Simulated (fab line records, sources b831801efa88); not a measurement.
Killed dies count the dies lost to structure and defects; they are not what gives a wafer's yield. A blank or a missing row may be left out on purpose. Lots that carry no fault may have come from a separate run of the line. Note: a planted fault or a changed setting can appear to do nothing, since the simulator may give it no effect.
fab line records    flow gf180mcu
record: lots: 14  wafers: 42  lastDay: 34
route steps=602 shown STI@30 LVPWELL@61 NWELL@137 NSD@242
lots that met no fault: taken from a fault-free run of the same line
startH: start of the lot's first displayed wafer, in hours after the record's first day    waitH: hours since the lot's step before    " same as the row above    L1.1+2: several wafers, shown together as one row    - no value, or no start given    * or withheld: withheld    < > ~ a bound
route shown NAME@n: a module of which the file shows steps, and the number in the route of the first    usual: mean/standard deviation taken from wafers without a fault    same: alike in all rows    chamber/n: place in a boat    sites: readings site by site    _std_site: the standard deviation of these    _edge_site: mean of outer sites minus mean of inner sites    radiusMm: how far each site lies from the wafer's centre    mask NAME#n: copy n    behind: the tool/chamber that last shaped the wafer    hold: why the lot went on hold/how many hours it stayed there/how the hold came to an end    device: transistor that didn't switch, given as n, p or np    end of line: the tests these same wafers got at the end of their route    step lacking rows: just its recipe    killed: the dies lost at the first sort to structure and to defects; this is not the yield of the wafer    map: the dies of a wafer, with x for killed, . for not killed, _ for no die there
set.NAME: the setting that was run; set.NAME@STEP: the one run at that earlier step    model.NAME: the simulator's own value behind a step, which no gauge read
steps of the route over a sample of lots; a table a step, a row a wafer
services: from which hour (startH, from the record's first day; less than 0 if before it) a tool's chamber was out of use, for how many hours, and why
== steps ==
step: GF_STI_OXIDATION_29
recipe: tempC: 900  ambient: O2  stabiliseS: 600  purgeS: 300  targetThkA: 100  oxTimeS: 1418
usual: oxTempC: 899.9/0.36  oxTempCMax: 903.0/0.63  zonePowerTopPct: 34/3.9
lot.wafer  tool        chamber  startH  waitH  oxTempC  oxTempCMax  zonePowerTopPct
L224.2     furnace-01  0        33.15   0.0    899.7    902.4       38
L224.4     "           0        "       "      899.6    902.1       38
L224.6     "           0        "       "      900.1    903.3       38
L226.3     furnace-02  0        45.22   0.0    899.6    903.2       30
L226.4     "           0        "       "      899.4    903.2       30
L226.6     "           0        "       "      899.5    902.5       30
L230.2     furnace-01  0        66.01   0.3    899.3    903.0       39
L230.4     "           0        "       "      899.8    903.5       38
L230.5     "           0        "       "      899.5    902.4       38
L231.4     furnace-02  0        69.25   0.0    900.1    903.2       30
L231.5     "           0        "       "      900.3    903.9       31
L231.6     "           0        "       "      899.3    902.6       31
L233.1     furnace-02  0        85.22   4.5    899.6    902.8       31
L233.3     "           0        "       "      899.4    902.3       30
L233.4     "           0        "       "      899.9    904.0       30
L235.4     furnace-02  -        99.92   5.4    -        -           -
L235.5     "           -        "       "      -        -           -
L235.6     "           -        "       "      -        -           -
L236.3     furnace-02  -        99.92   0.1    -        -           -
L236.4     "           -        "       "      -        -           -
L236.5     "           -        "       "      -        -           -
L239.1     furnace-01  0        115.32  0.0    899.5    902.1       38
L239.4     "           0        "       "      899.2    902.1       38
L239.6     "           0        "       "      899.2    901.9       38
L240.3     furnace-01  0        123.77  1.5    899.9    902.7       38
L240.4     "           0        "       "      899.2    902.0       38
L240.6     "           0        "       "      899.2    902.1       38
L241.1     furnace-01  0        123.77  1.5    899.8    902.9       38
L241.4     "           0        "       "      900.2    903.5       38
L241.6     "           0        "       "      899.7    903.7       39
L242.3     furnace-02  0        127.59  0.5    899.8    902.9       31
L242.4     "           0        "       "      900.3    903.7       31
L242.6     "           0        "       "      899.5    902.2       30
L243.1     furnace-02  0        131.51  0.2    900.1    903.2       31
L243.2     "           0        "       "      899.9    903.2       30
L243.4     "           0        "       "      899.4    902.4       31
L244.2     furnace-02  0        137.17  0.1    899.6    902.4       30
L244.5     "           0        "       "      900.0    902.7       31
L244.6     "           0        "       "      899.5    902.4       31
L245.3     furnace-01  0        143.33  0.0    900.4    903.1       38
L245.4     "           0        "       "      899.6    902.3       38
L245.6     "           0        "       "      900.3    902.6       38
step: GF_LVPWELL_OVL_MEAS_07
usual: LVPWELL_OVL: -0.9/1.3
lot.wafer  tool        chamber  startH  waitH  LVPWELL_OVL[nm]
L224.2     overlay-01  -        72.45   -      -1.3
L224.4     "           -        "       "      -2.1
L224.6     "           -        "       "      -0.9
L226.3     overlay-02  -        85.32   -      0.0
L226.4     "           -        "       "      -1.6
L226.6     "           -        "       "      -0.8
L230.2     overlay-01  -        109.22  -      -1.4
L230.4     "           -        "       "      -1.2
L230.5     "           -        "       "      -1.7
L231.4     overlay-01  -        110.28  -      -0.7
L231.5     "           -        "       "      -1.4
L231.6     "           -        "       "      -0.4
L233.1     overlay-02  -        128.66  -      -1.0
L233.3     "           -        "       "      -1.4
L233.4     "           -        "       "      -2.3
L239.1     overlay-01  -        164.14  -      -2.3
L239.4     "           -        "       "      -1.8
L239.6     "           -        "       "      -1.9
L240.3     overlay-02  -        173.07  -      -0.9
L240.4     "           -        "       "      -1.2
L240.6     "           -        "       "      0.0
L241.1     overlay-02  -        174.01  -      -1.8
L241.4     "           -        "       "      -1.4
L241.6     "           -        "       "      -1.9
L242.3     overlay-01  -        175.27  -      -1.1
L242.4     "           -        "       "      -1.1
L242.6     "           -        "       "      -2.0
L243.1     overlay-01  -        181.21  -      -1.5
L243.2     "           -        "       "      -3.1
L243.4     "           -        "       "      -2.1
L244.2     overlay-02  -        186.12  -      1.3
L244.5     "           -        "       "      0.6
L244.6     "           -        "       "      0.4
L245.3     overlay-02  -        192.35  -      -1.5
L245.4     "           -        "       "      -3.0
L245.6     "           -        "       "      -3.7
step: GF_VT_IMPLANT_RS_MEAS_47
recipe: thkMeasGauge: four-point-probe
usual: NWELL_RS: 488.0/1.2
lot.wafer  tool          chamber  startH  waitH  NWELL_RS[ohm/sq]
L224.2     filmMetro-03  -        159.98  0.1    488.8
L224.4     "             -        "       "      488.1
L224.6     "             -        "       "      488.4
L226.3     filmMetro-01  -        175.65  0.1    487.8
L226.4     "             -        "       "      488.5
L226.6     "             -        "       "      488.1
L230.2     filmMetro-04  -        208.63  0.1    489.2
L230.4     "             -        "       "      487.7
L230.5     "             -        "       "      488.4
L231.4     filmMetro-04  -        209.49  0.1    488.7
L231.5     "             -        "       "      487.3
L231.6     "             -        "       "      488.1
L233.1     filmMetro-01  -        228.26  0.1    487.1
L233.3     "             -        "       "      487.5
L233.4     "             -        "       "      488.2
L239.1     filmMetro-03  -        269.41  0.1    486.8
L239.4     "             -        "       "      488.1
L239.6     "             -        "       "      485.8
L240.3     filmMetro-01  -        281.02  0.1    490.0
L240.4     "             -        "       "      489.9
L240.6     "             -        "       "      487.9
L241.1     filmMetro-04  -        284.26  0.1    487.9
L241.4     "             -        "       "      487.8
L241.6     "             -        "       "      488.1
L242.3     filmMetro-01  -        284.96  0.1    488.5
L242.4     "             -        "       "      486.3
L242.6     "             -        "       "      488.1
L243.1     filmMetro-01  -        292.06  0.1    490.3
L243.2     "             -        "       "      489.0
L243.4     "             -        "       "      491.2
L244.2     filmMetro-01  -        295.95  0.1    487.2
L244.5     "             -        "       "      487.8
L244.6     "             -        "       "      487.1
L245.3     filmMetro-01  -        304.10  0.1    488.1
L245.4     "             -        "       "      488.5
L245.6     "             -        "       "      488.6
step: GF_NSD_CD_MEAS_07
recipe: targetCdNm: 400
usual: cdNm: 399.9/2.4
lot.wafer  tool      chamber  startH  waitH  cdNm
L224.2     cdSem-02  -        299.43  0.1    395.9
L224.4     "         -        "       "      396.2
L224.6     "         -        "       "      397.5
L226.3     cdSem-02  -        317.18  0.1    398.8
L226.4     "         -        "       "      399.2
L226.6     "         -        "       "      401.9
L230.2     cdSem-01  -        357.31  0.1    399.9
L230.4     "         -        "       "      399.1
L230.5     "         -        "       "      400.9
L231.4     cdSem-01  -        362.99  0.2    403.4
L231.5     "         -        "       "      401.9
L231.6     "         -        "       "      402.0
L233.1     cdSem-02  -        383.25  0.1    403.9
L233.3     "         -        "       "      400.6
L233.4     "         -        "       "      403.1
L239.1     cdSem-01  -        433.86  0.2    400.5
L239.4     "         -        "       "      399.1
L239.6     "         -        "       "      400.5
L240.3     cdSem-01  -        447.48  0.1    399.0
L240.4     "         -        "       "      396.4
L240.6     "         -        "       "      396.4
L241.1     cdSem-01  -        450.79  0.1    399.0
L241.4     "         -        "       "      400.3
L241.6     "         -        "       "      400.3
L242.3     cdSem-02  -        451.13  0.1    401.4
L242.4     "         -        "       "      398.7
L242.6     "         -        "       "      399.9
L243.1     cdSem-01  -        460.60  0.1    401.6
L243.2     "         -        "       "      400.1
L243.4     "         -        "       "      399.1
L244.2     cdSem-02  -        465.96  0.1    402.1
L244.5     "         -        "       "      401.8
L244.6     "         -        "       "      402.0
L245.3     cdSem-01  -        476.58  0.1    400.3
L245.4     "         -        "       "      399.6
L245.6     "         -        "       "      400.4
== services ==
tool        chamber  startH  hours  kind
furnace-02  -        36.80   3.0    pm
furnace-01  -        56.58   3.2    pm
furnace-01  -        73.44   31.7   repair
== key ==
firstSign: step: GF_STI_OXIDATION_29  reading: toolRecord  direction: missing
effect none on later readings
metAt GF_STI_OXIDATION_29
struckLots L235,L236
rowsEnd L235.4,L235.5,L235.6,L236.3,L236.4,L236.5
notActingAt GF_LVPWELL_OVL_MEAS_07,GF_VT_IMPLANT_RS_MEAS_47,GF_NSD_CD_MEAS_07
onsetBetween 85.22 99.92
fault: kind: skippedStepWhole  tool: furnace-02  chamber: -  onsetH: 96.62  steps: GF_STI_OXIDATION_29  scope: struckLotsOnly
rowsEnd: these wafers met a further fault down the route, and their rows from its step on are left out
